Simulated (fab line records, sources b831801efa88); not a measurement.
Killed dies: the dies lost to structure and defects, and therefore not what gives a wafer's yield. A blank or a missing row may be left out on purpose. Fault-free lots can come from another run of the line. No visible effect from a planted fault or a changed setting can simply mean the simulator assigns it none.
Which tool is to blame? + flow sky130 + 45 wafers from 15 lots sampled at 3 of the route's 708 steps

## WHAT THE GAUGES SHOWED, per wafer
Not one reading of a measure or inspect step in the record can be checked against a usual standard deviation.

## WHAT TOOL EACH LOT RAN ON (gives the tool, then ch and the chambers of the sampled wafers, and finally the start)
| lot  | SKY_RES_PROTECT_COAT_02           | SKY_RES_PROTECT_STRIP_07             | SKY_PAD_OPEN_PROBE_99   |
|------|-----------------------------------|--------------------------------------|-------------------------|
| L383 | litho track-02 ch 0, day 14 07:08 | plasma asher-03 ch 0,1, day 14 21:18 | prober-01, day 45 11:07 |
| L384 | litho track-03 ch 0, day 14 13:44 | plasma asher-02 ch 0, day 15 03:06   | prober-02, day 45 16:28 |
| L386 | litho track-02 ch 0, day 15 09:53 | plasma asher-03 ch 0,1, day 15 23:48 | -                       |
| L387 | litho track-01 ch 0, day 15 16:48 | plasma asher-02 ch 0,1, day 16 07:12 | -                       |
| L388 | litho track-03 ch 0, day 16 01:44 | plasma asher-03 ch 0,1, day 16 16:15 | -                       |
| L389 | litho track-02 ch 0, day 16 12:35 | plasma asher-03 ch 0,1, day 17 03:36 | prober-01, day 48 02:31 |
| L390 | litho track-02 ch 0, day 16 18:42 | plasma asher-03 ch 0,1, day 17 08:58 | -                       |
| L391 | litho track-01 ch 0, day 17 01:39 | plasma asher-04 ch 0,1, day 17 16:15 | -                       |
| L392 | litho track-02 ch 0, day 17 18:08 | plasma asher-03 ch 0,1, day 18 07:44 | prober-01, day 48 09:09 |
| L393 | litho track-02 ch 0, day 17 23:14 | plasma asher-02 ch 0,1, day 18 12:27 | -                       |
| L394 | litho track-01 ch 0, day 18 11:21 | plasma asher-03 ch 0,1, day 19 00:21 | -                       |
| L401 | litho track-01 ch 0, day 22 09:37 | plasma asher-03 ch 0,1, day 23 01:17 | prober-02, day 50 15:05 |
| L400 | litho track-01 ch 0, day 22 11:18 | plasma asher-03 ch 0,1, day 23 02:51 | prober-01, day 50 18:18 |
| L403 | litho track-01 ch 0, day 22 12:54 | plasma asher-02 ch 0,1, day 23 04:12 | prober-02, day 50 19:01 |
| L402 | litho track-02 ch 0, day 22 13:02 | plasma asher-03 ch 0,1, day 23 04:26 | prober-01, day 50 22:20 |
- SKY_RES_PROTECT_COAT_02: resist thk 1140 nm.
- SKY_RES_PROTECT_STRIP_07: strips in O2/N2.
- SKY_PAD_OPEN_PROBE_99

## AS READ BY THE TOOLS THEMSELVES (means over the sampled wafers that have a number; for cases with no such wafer, the mark the record gives instead)
SKY_RES_PROTECT_COAT_02. Usual: chill plate temp C 23.04 C, standard deviation 0.12; spin speed rpm 3000.1 rpm, standard deviation 2.6.
| lot  | tool           | chill plate temp C (C) | spin speed rpm (rpm) | flag |
|------|----------------|------------------------|----------------------|------|
| L383 | litho track-02 | 23.21                  | 3001.4               |      |
| L384 | litho track-03 | 23.13                  | 2999.1               |      |
| L386 | litho track-02 | 23.01                  | 3002.0               |      |
| L387 | litho track-01 | 23.01                  | 3001.3               |      |
| L388 | litho track-03 | 23.08                  | 3000.3               |      |
| L389 | litho track-02 | 22.97                  | 2998.7               |      |
| L390 | litho track-02 | 22.94                  | 2998.6               |      |
| L391 | litho track-01 | 22.98                  | 2999.9               |      |
| L392 | litho track-02 | 22.91                  | 2996.9               |      |
| L393 | litho track-02 | 23.14                  | 3000.4               |      |
| L394 | litho track-01 | 23.08                  | 2999.2               |      |
| L401 | litho track-01 | 22.91                  | 2910.9               | OFF  |
| L400 | litho track-01 | 23.03                  | 2913.3               | OFF  |
| L403 | litho track-01 | 23.09                  | 2912.7               | OFF  |
| L402 | litho track-02 | 23.02                  | 3000.2               |      |

SKY_RES_PROTECT_STRIP_07. Usual: drypump motor current A 5.5 A, standard deviation 0.31; o2 flow sccm 3000 sccm, standard deviation 9.3; oes product au 0.518 a.u., standard deviation 0.0047; strip time to endpoint s 23.30 s, standard deviation 0.037.
| lot  | tool            | drypump motor current A (A) | o2 flow sccm (sccm) | oes product au (a.u.) | strip time to endpoint s (s) | flag |
|------|-----------------|-----------------------------|---------------------|-----------------------|------------------------------|------|
| L383 | plasma asher-03 | 5.4                         | 3003                | 0.525                 | 23.34                        |      |
| L384 | plasma asher-02 | 5.4                         | 3005                | 0.517                 | 23.24                        |      |
| L386 | plasma asher-03 | 5.4                         | 2995                | 0.522                 | 23.27                        |      |
| L387 | plasma asher-02 | 5.3                         | 2999                | 0.519                 | 23.31                        |      |
| L388 | plasma asher-03 | 5.3                         | 2999                | 0.521                 | 23.34                        |      |
| L389 | plasma asher-03 | 5.4                         | 2997                | 0.516                 | 23.31                        |      |
| L390 | plasma asher-03 | 5.4                         | 2996                | 0.521                 | 23.29                        |      |
| L391 | plasma asher-04 | 5.9                         | 3011                | 0.519                 | 23.31                        |      |
| L392 | plasma asher-03 | 5.5                         | 2986                | 0.514                 | 23.30                        |      |
| L393 | plasma asher-02 | 5.3                         | 3000                | 0.517                 | 23.28                        |      |
| L394 | plasma asher-03 | 5.5                         | 3001                | 0.515                 | 23.25                        |      |
| L401 | plasma asher-03 | 5.5                         | 3000                | 0.516                 | 23.51                        | OFF  |
| L400 | plasma asher-03 | 5.4                         | 3002                | 0.516                 | 23.51                        | OFF  |
| L403 | plasma asher-02 | 5.3                         | 2997                | 0.522                 | 23.47                        | OFF  |
| L402 | plasma asher-03 | 5.3                         | 3004                | 0.516                 | 23.36                        |      |

SKY_PAD_OPEN_PROBE_99. Usual: killed_at_M0_to_M3 44, standard deviation 7.1; killed_at_M4_up 3.1, standard deviation 1.8; killed at contacts 24, standard deviation 5.3; killed at front end 15, standard deviation 4.5; killed at other 0.2, standard deviation 0.42; killed dies 86, standard deviation 9.6; killed on rim 17, standard deviation 4; killed open 46, standard deviation 6.9; killed short 40, standard deviation 6.4.
| lot  | tool      | killed_at_M0_to_M3 | killed_at_M4_up | killed at contacts | killed at front end | killed at other | killed dies | killed on rim | killed open | killed short | flag |
|------|-----------|--------------------|-----------------|--------------------|---------------------|-----------------|-------------|---------------|-------------|--------------|------|
| L383 | prober-01 | 40                 | 2.0             | 22                 | 15                  | 0.3             | 79          | 16            | 43          | 37           |      |
| L384 | prober-02 | 44                 | 2.0             | 24                 | 16                  | 0.0             | 86          | 16            | 48          | 38           |      |
| L389 | prober-01 | 43                 | 6.7             | 26                 | 15                  | 0.3             | 91          | 16            | 46          | 45           |      |
| L392 | prober-01 | 51                 | 3.0             | 24                 | 19                  | 0.3             | 97          | 18            | 53          | 44           |      |
| L401 | prober-02 | 41                 | 3.7             | 21                 | 14                  | 0.0             | 79          | 13            | 43          | 36           |      |
| L400 | prober-01 | 49                 | 2.0             | 19                 | 19                  | 0.0             | 89          | 17            | 48          | 41           |      |
| L403 | prober-02 | 40                 | 5.0             | 27                 | 16                  | 0.3             | 88          | 18            | 48          | 40           |      |
| L402 | prober-01 | 43                 | 1.7             | 24                 | 13                  | 0.0             | 81          | 18            | 45          | 36           |      |

## THE ANSWER, worked out from the rows above alone
Rule: a lot is off if the mean of its wafers that have a number lies more than 3 standard deviations from the usual mean. Also off: a lot with no number at a reading for which 4 or more lots have one. Any other lot the step has rows for is counted as sound. First the gauges in route order, then the tools' own readings, where a lot's mean is used as printed above. At the first step where some lot is off, the reading lying furthest off is the one used; lots without a number count as furthest.
Off: L401, L400, L403, at SKY_RES_PROTECT_COAT_02 (spin speed rpm).
A tool fits if, at that step or a process step before it, it ran every lot that is off, and no sound lot after the first of them. One fits: SKY_RES_PROTECT_COAT_02 on litho track-01. Its last sound lot is L394 (day 18 11:21), its first lot that is off L401 (day 22 09:37): a fault that began between those two fits.
The tool's own readings at SKY_RES_PROTECT_COAT_02 bear it out: on the lots that are off they differ by more than 5 times the standard deviation of the sound lots' means. spin speed rpm reads 2912.3 rpm there against 2999.8 rpm on the sound lots.

## WHAT THE SIMULATOR HAD INSERTED
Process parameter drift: litho track-01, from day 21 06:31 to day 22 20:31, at SKY_RES_PROTECT_COAT_02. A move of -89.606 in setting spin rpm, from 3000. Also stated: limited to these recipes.
Struck lots among those shown: L401, L400, L403. This agrees with what the rule above found.
